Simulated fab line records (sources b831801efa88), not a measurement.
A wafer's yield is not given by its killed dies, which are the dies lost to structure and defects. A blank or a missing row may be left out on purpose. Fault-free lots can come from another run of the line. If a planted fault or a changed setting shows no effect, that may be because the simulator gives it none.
fab line records    flow sky130
[record] lots = 6  wafers = 18  last_day = 50
route steps=708 shown METAL1@440
lots with no fault: from the same line, run without faults
start_h: hours from the record's opening day to when the first of the lot's shown wafers began    wait_h: hours from the lot's prior step to this one    " same as the row above    L1.1+2: one row covering several wafers at once    - no value present, or no start provided    * or withheld: withheld    < > ~ a bound
route shown NAME@n: NAME is a module with steps in the file, n the number in the route of the first one    usual: mean/standard deviation taken from wafers without a fault    same: alike in all rows    chamber/n: place in a boat    sites: the reading at each site    _std_site: how widely they spread, as a standard deviation    _edge_site: outer sites' mean less inner sites'    radius_mm: for every site, how far away it sits from the centre of the wafer    mask NAME#n: copy n    behind: the tool/chamber that last shaped the wafer    hold: what put the lot on hold/how long, in hours/how the hold closed    device: names the non-switching transistor (n, p or np)    end of line: the same wafers' tests at the end of the route    a step given without rows: its recipe and nothing more    killed: at the first sort, the dies lost to defects and structure; wafer yield is something else    map: dies across one wafer; x = killed, . = not, _ = none there
set.NAME: the setting the step ran with; set.NAME@STEP: the setting that earlier step ran with    model.NAME: the simulator's own value behind a step, which no gauge read
certain route steps with their lots: each step a table, each wafer a row
services: from which hour (start_h, from the record's first day; less than 0 if before it) a tool's chamber was out of use, for how many hours, and why
[[steps]]
[step SKY_METAL1_THK_MEAS_06]
[recipe] thk_meas_gauge = xrf  reads = AlCu_of_METAL1_SPUTTER_02
[usual] METAL1_ALCU_THK = 246/3.4
lot.wafer  tool           chamber  start_h  wait_h  METAL1_ALCU_THK[nm]
L510.2     film_metro-03  -        762.51   0.1     245
L510.4     "              -        "        "       246
L510.6     "              -        "        "       242
L516.1     film_metro-01  -        791.49   0.1     241
L516.4     "              -        "        "       241
L516.5     "              -        "        "       240
L515.1     film_metro-03  -        795.87   0.1     246
L515.2     "              -        "        "       249
L515.5     "              -        "        "       249
L519.1     film_metro-02  -        818.21   0.1     244
L519.2     "              -        "        "       247
L519.3     "              -        "        "       242
L528.1     film_metro-03  -        877.40   0.1     249
L528.4     "              -        "        "       248
L528.5     "              -        "        "       247
L530.1     film_metro-02  -        894.78   0.1     247
L530.3     "              -        "        "       245
L530.4     "              -        "        "       247
[step SKY_METAL1_DEHYDRATE_07]
[recipe] temp_c = 200  time_s = 60
[step SKY_METAL1_HMDS_08]
[recipe] prime_time_s = 60  prime_temp_c = 120
[step SKY_METAL1_COAT_09]
[recipe] resist = BARC  temp_c = withheld  time_s = withheld  spin_rpm = 3000  resist_thk_nm = 60
[step SKY_METAL1_COAT_10]
[recipe] resist = KrF-thick  spin_rpm = 3000  resist_thk_nm = 450
[step SKY_METAL1_SOFTBAKE_11]
[recipe] temp_c = 100  time_s = 90  resist = KrF-thick
[step SKY_METAL1_EXPOSE_12]
[recipe] mask_id = MM1  na = 0.8  source_shape = annular  sigma_inner = 0.55  sigma_outer = 0.85  target_cd_nm = 140  dose_mj = 28
[step SKY_METAL1_PEB_13]
[recipe] peb_temp_c = withheld  peb_time_s = withheld  resist = KrF-thick
[step SKY_METAL1_DEVELOP_14]
[recipe] develop_time_s = 60  resist = KrF-thick  dev_temp_c = 21
[step SKY_METAL1_CD_MEAS_15]
[recipe] target_cd_nm = 140
[usual] cd_nm = 140.4/1.4
lot.wafer  tool       chamber  start_h  wait_h  cd_nm
L510.2     cd_sem-02  -        788.51   -       142.0
L510.4     "          -        "        "       142.2
L510.6     "          -        "        "       143.1
L516.1     cd_sem-02  -        818.31   -       140.6
L516.4     "          -        "        "       141.4
L516.5     "          -        "        "       142.5
L515.1     cd_sem-01  -        823.29   -       139.6
L515.2     "          -        "        "       139.9
L515.5     "          -        "        "       140.7
L519.1     cd_sem-01  -        844.66   -       141.9
L519.2     "          -        "        "       141.7
L519.3     "          -        "        "       140.6
L528.1     cd_sem-01  -        901.84   -       138.4
L528.4     "          -        "        "       139.2
L528.5     "          -        "        "       139.7
L530.1     cd_sem-01  -        919.99   -       141.1
L530.3     "          -        "        "       141.7
L530.4     "          -        "        "       139.6
[step SKY_METAL1_OVL_MEAS_16]
[usual] METAL1_OVL = 0/4.9
lot.wafer  tool        chamber  start_h  wait_h  METAL1_OVL[nm]
L510.2     overlay-02  -        788.62   0.1     -4
L510.4     "           -        "        "       -4
L510.6     "           -        "        "       -5
L516.1     overlay-02  -        818.43   0.1     4
L516.4     "           -        "        "       2
L516.5     "           -        "        "       5
L515.1     overlay-01  -        823.41   0.1     2
L515.2     "           -        "        "       -8
L515.5     "           -        "        "       5
L519.1     overlay-01  -        844.78   0.1     -7
L519.2     "           -        "        "       -5
L519.3     "           -        "        "       -6
L528.1     overlay-02  -        901.96   0.1     1
L528.4     "           -        "        "       -2
L528.5     "           -        "        "       -2
L530.1     overlay-02  -        920.11   0.1     3
L530.3     "           -        "        "       -4
L530.4     "           -        "        "       -4
[step SKY_METAL1_DESCUM_17]
[recipe] chemistry = O2  source_power_w = 150  bias_power_w = 0  pressure_mtorr = 10  temp_c = 40  time_s = 8
[usual] drypump_motor_current_A = 5.5/0.56  oes_product_au = 1.004/0.016
lot.wafer  tool          chamber  start_h  wait_h  drypump_motor_current_A  oes_product_au  rf_hours_counter_h
L510.2     rie_metal-01  1        788.65   0.0     5.7                      1.001           8
L510.4     "             0        "        "       5.0                      1.009           -
L510.6     "             1        "        "       5.6                      1.012           -
L516.1     rie_metal-03  1        818.47   0.0     6.6                      0.984           10
L516.4     "             1        "        "       6.5                      0.980           -
L516.5     "             1        "        "       6.5                      0.992           -
L515.1     rie_metal-04  1        823.45   0.0     5.2                      1.009           8
L515.2     "             1        "        "       5.2                      1.011           -
L515.5     "             1        "        "       5.2                      1.006           -
L519.1     rie_metal-01  1        844.82   0.0     5.6                      1.034           9
L519.2     "             0        "        "       5.0                      1.018           6
L519.3     "             1        "        "       5.7                      1.032           -
L528.1     rie_metal-04  0        902.00   0.0     4.7                      1.009           3
L528.4     "             0        "        "       4.7                      1.008           -
L528.5     "             1        "        "       5.2                      0.993           -
L530.1     rie_metal-04  0        920.15   0.0     4.7                      0.991           4
L530.3     "             0        "        "       4.7                      0.987           -
L530.4     "             1        "        "       5.2                      1.000           -
[step SKY_METAL1_ETCH_18]
[recipe] chemistry = N2/H2  target = BARC  ion_energy_ev = 200  bias_w = 100  pressure_mtorr = 30  n2_flow_sccm = 100  h2_flow_sccm = 200  icp_w = 500  stop_on = SiO2  time_s = 45.9  target_depth_a = 600
[usual] bias_w = 99.9/0.3  chamber_pressure_mTorr = 29.995/0.026  drypump_motor_current_A = 5.5/0.56  oes_product_au = 0.854/0.0043  throttle_valve_pct = 13.225/0.0092
lot.wafer  tool          chamber  start_h  wait_h  bias_w  chamber_pressure_mTorr  drypump_motor_current_A  oes_product_au  rf_hours_counter_h  throttle_valve_pct  model.KrF-thick_of_METAL1_COAT_10.thk_nm
L510.2     rie_metal-01  1        788.68   0.0     100.1   30.021                  5.7                      0.858           8                   13.210              392.5
L510.4     "             0        "        "       99.9    30.012                  5.0                      0.857           -                   13.235              391.1
L510.6     "             1        "        "       99.6    29.974                  5.7                      0.855           -                   13.222              392.1
L516.1     rie_metal-03  1        818.50   0.0     -       -                       -                        -               -                   -                   435.3
L516.4     "             1        "        "       -       -                       -                        -               -                   -                   436.8
L516.5     "             1        "        "       -       -                       -                        -               -                   -                   435.8
L515.1     rie_metal-04  1        823.51   0.1     -       -                       -                        -               -                   -                   436.8
L515.2     "             1        "        "       -       -                       -                        -               -                   -                   435.1
L515.5     "             1        "        "       -       -                       -                        -               -                   -                   436.3
L519.1     rie_metal-01  1        844.85   0.0     99.9    30.003                  5.7                      0.861           9                   13.232              389.8
L519.2     "             0        "        "       100.1   29.971                  5.0                      0.855           6                   13.220              391.9
L519.3     "             1        "        "       100.2   29.964                  5.6                      0.862           -                   13.239              389.9
L528.1     rie_metal-04  0        902.03   0.0     100.7   29.969                  4.7                      0.852           3                   13.236              390.4
L528.4     "             0        "        "       100.2   29.949                  4.7                      0.858           -                   13.214              390.9
L528.5     "             1        "        "       100.7   30.017                  5.2                      0.857           -                   13.220              391.6
L530.1     rie_metal-04  0        920.18   0.0     100.1   30.014                  4.7                      0.863           4                   13.223              391.4
L530.3     "             0        "        "       100.3   29.982                  4.7                      0.853           -                   13.226              392.3
L530.4     "             1        "        "       99.9    29.964                  5.2                      0.857           -                   13.230              390.6
[step SKY_METAL1_METAL_ETCH_19]
[recipe] target_depth_a = 3600  stop_on = SiO2  over_etch_frac = 0.289  time_s = 78  chemistry = Cl2/BCl3  resist_sidewall_deg = 88  pressure_mtorr = 10  icp_w = 900  bias_w = 48.5  Cl2_flow_sccm = 60  bcl3_flow_sccm = 30
[usual] bcl3_flow_sccm = 29.99/0.094  bias_w = 48.50/0.15  drypump_motor_current_A = 5.5/0.56  oes_product_au = 0.855/0.0058  throttle_valve_pct = 22.263/0.0095
lot.wafer  tool          chamber  start_h  wait_h  bcl3_flow_sccm  bias_w  drypump_motor_current_A  oes_product_au  rf_hours_counter_h  throttle_valve_pct  model.KrF-thick_of_METAL1_COAT_10.thk_nm
L510.2     rie_metal-01  1        788.74   0.0     30.11           48.40   5.6                      0.856           8                   22.250              156.8
L510.4     "             0        "        "       29.93           48.32   5.0                      0.856           -                   22.283              153.7
L510.6     "             1        "        "       30.10           48.43   5.7                      0.848           -                   22.261              156.5
L516.1     rie_metal-03  1        818.56   0.0     29.92           48.44   6.5                      0.376           10                  22.267              204.9
L516.4     "             1        "        "       29.97           48.56   6.5                      0.380           -                   22.258              206.2
L516.5     "             1        "        "       30.16           48.53   6.5                      0.376           -                   22.272              204.7
L515.1     rie_metal-04  1        823.64   0.1     30.08           48.76   5.2                      0.370           8                   22.277              201.8
L515.2     "             1        "        "       30.02           48.64   5.2                      0.374           -                   22.254              199.8
L515.5     "             1        "        "       30.07           48.48   5.2                      0.373           -                   22.252              200.8
L519.1     rie_metal-01  1        844.91   0.0     30.07           48.61   5.6                      0.854           9                   22.274              146.8
L519.2     "             0        "        "       29.95           48.46   5.0                      0.854           6                   22.271              156.2
L519.3     "             1        "        "       30.14           48.72   5.7                      0.851           -                   22.264              147.1
L528.1     rie_metal-04  0        902.10   0.0     29.92           48.49   4.7                      0.861           3                   22.260              159.6
L528.4     "             0        "        "       29.91           48.59   4.7                      0.858           -                   22.258              160.2
L528.5     "             1        "        "       29.95           48.47   5.2                      0.861           -                   22.250              160.2
L530.1     rie_metal-04  0        920.25   0.0     29.88           48.39   4.7                      0.857           4                   22.261              158.8
L530.3     "             0        "        "       29.90           48.54   4.7                      0.860           -                   22.269              162.5
L530.4     "             1        "        "       30.09           48.62   5.2                      0.859           -                   22.268              156.8
[step SKY_METAL1_STRIP_20]
[recipe] chemistry = O2/N2  power_w = 1400  pressure_mtorr = 1500  platen_temp_c = withheld  o2_flow_sccm = 3000  n2_flow_sccm = 300  overash_fraction = 0.5
[usual] drypump_motor_current_A = 5.8/0.56  oes_product_au = 0.342/0.0051  strip_time_to_endpoint_s = 2.69/0.072
lot.wafer  tool             chamber  start_h  wait_h  drypump_motor_current_A  oes_product_au  rf_hours_counter_h  strip_time_to_endpoint_s
L510.2     plasma_asher-02  1        788.83   0.1     5.0                      0.344           38                  2.68
L510.4     "                1        "        "       5.0                      0.339           -                   2.64
L510.6     "                0        "        "       6.0                      0.340           -                   2.68
L516.1     plasma_asher-02  1        818.65   0.1     5.0                      0.373           41                  3.19
L516.4     "                0        "        "       6.0                      0.363           -                   3.22
L516.5     "                0        "        "       6.0                      0.364           -                   3.19
L515.1     plasma_asher-03  0        823.82   0.1     6.4                      0.362           67                  3.16
L515.2     "                1        "        "       5.9                      0.360           67                  3.14
L515.5     "                0        "        "       6.4                      0.362           -                   3.16
L519.1     plasma_asher-01  0        845.00   0.1     5.6                      0.340           9                   2.56
L519.2     "                1        "        "       6.7                      0.348           9                   2.69
L519.3     "                1        "        "       6.8                      0.340           -                   2.57
L528.1     plasma_asher-03  1        902.19   0.1     5.9                      0.344           74                  2.70
L528.4     "                0        "        "       6.3                      0.345           -                   2.71
L528.5     "                0        "        "       6.3                      0.344           -                   2.70
L530.1     plasma_asher-02  1        920.34   0.1     5.0                      0.341           51                  2.68
L530.3     "                1        "        "       5.0                      0.336           -                   2.72
L530.4     "                0        "        "       6.0                      0.345           -                   2.68
[step SKY_METAL1_STRIP_21]
[recipe] chemistry = post_etch_residue_remover  time_s = 1200  temp_c = 72.5
[[services]]
tool             chamber  start_h  hours  kind
rie_metal-04     0        781.18   -      clean
rie_metal-04     0        781.18   19.1   scheduled_down
rie_metal-04     0        781.18   19.1   vent_cycle
rie_metal-01     -        798.21   28.1   pm
plasma_asher-03  -        815.63   3.5    repair
rie_metal-04     -        820.55   0.3    repair
rie_metal-04     0        820.80   20.9   repair
rie_metal-03     0        829.61   -      clean
rie_metal-03     0        829.61   20.7   scheduled_down
rie_metal-03     0        829.61   20.7   vent_cycle
rie_metal-04     1        838.27   3.8    repair
plasma_asher-01  -        841.53   2.8    pm
plasma_asher-02  -        848.60   0.9    repair
rie_metal-01     1        868.39   1.6    repair
[[key]]
[first_sign] step = SKY_METAL1_ETCH_18  reading = tool_record  direction = missing
[effect] step = SKY_METAL1_METAL_ETCH_19  reading = oes_product_au  direction = down  sigmas = 83  usual = 0.855  struck = 0.375
[effect] step = SKY_METAL1_STRIP_20  reading = strip_time_to_endpoint_s  direction = up  sigmas = 6.8  usual = *  struck = *
[model_effect] step = SKY_METAL1_ETCH_18  value = KrF-thick_of_METAL1_COAT_10.thk_nm  without = 392.8  struck = 436
[model_effect] step = SKY_METAL1_METAL_ETCH_19  value = KrF-thick_of_METAL1_COAT_10.thk_nm  without = 159.8  struck = 203
met_at SKY_METAL1_ETCH_18
struck_wafers L515.1,L515.2,L515.5,L516.1,L516.4,L516.5
later_rows_left_out L515.1,L515.2,L515.5,L516.1,L516.4,L516.5
sort_left_out L515.1,L515.2,L515.5,L516.1,L516.4,L516.5
tester_left_out L515,L516
[earlier_fault] kind = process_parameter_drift  tool = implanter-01  chamber = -  onset_h = 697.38  steps = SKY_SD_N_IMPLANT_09  channel = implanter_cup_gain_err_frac  offset = 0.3  shape = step  end_h = 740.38
[earlier_fault] kind = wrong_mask  tool = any  chamber = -  onset_h = 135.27  steps = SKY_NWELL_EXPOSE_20  aux_copy = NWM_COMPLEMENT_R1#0  cd_offset_nm = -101  scope = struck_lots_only
[fault] kind = skipped_step_whole  tool = rie_metal-03,rie_metal-04  chamber = -  onset_h = 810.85  steps = SKY_METAL1_ETCH_18  scope = struck_lots_only
// tester_left_out: of these lots the tester's yield and bins aren't shown, on N5 and GAA mostly nor the transistor test; their killed dies are dies lost to structure and defects alone, not to doping, threshold or leakage, so they don't give the yield
// sort_left_out: the simulated sort isn't trusted on such a fault, so these wafers' sort isn't shown, and their yield isn't known
// later_rows_left_out: the simulator's readings of these wafers behind a module that went badly wrong aren't trusted and aren't shown, but for the sort
